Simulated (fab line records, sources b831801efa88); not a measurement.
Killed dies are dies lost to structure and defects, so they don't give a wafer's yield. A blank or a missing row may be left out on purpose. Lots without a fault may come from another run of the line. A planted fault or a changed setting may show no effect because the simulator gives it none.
Chamber matching | flow gf180mcu | GF_V5_CMP_04 on cmp-02: 4 sister chambers
The step polishes SiO2. 4 wafers are shown with their chamber, then 8 later ones without.

WAFERS WITH THEIR CHAMBER
wafer  | chamber | motor_current_A (A)
L686.2 | 0       | 12.2
L691.2 | 2       | 10.7
L691.5 | 1       | 13.1
L692.2 | 3       | 13.9

WAFERS WITHOUT THEIR CHAMBER
wafer  | motor_current_A (A)
L692.4 | 10.4
L692.6 | 10.3
L694.2 | 14.0
L694.5 | 10.6
L694.6 | 14.6
L693.1 | 12.1
L693.2 | 13.4
L693.5 | 10.3

WHICH CHAMBER EACH WENT THROUGH
wafer  | from the rows above     | in truth
L692.4 | 2                       | 2
L692.6 | 2                       | 2
L694.2 | 3                       | 3
L694.5 | 2                       | 2
L694.6 | 3                       | 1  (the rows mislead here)
L693.1 | 0                       | 0
L693.2 | can't be placed: 1 or 3 | 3
L693.5 | 2                       | 2
Placed correctly: 6 of 8. Can't be placed from these rows: 1 (the true chamber is among the candidates in 1). Placed wrongly: 1.
How it was worked out, from the rows above alone: a wafer's distance from a chamber is the root of the sum, over the readings, of the square of ((its reading less the chamber's mean) divided by the reading's scatter). The wafer belongs to the nearest chamber; if the next one is less than 2 further off, it can't be placed. A chamber's mean is the mean of its shown wafers. The scatter: with one shown wafer a chamber, the root of the mean of the squares of how far each hidden wafer lies from its nearest shown one.
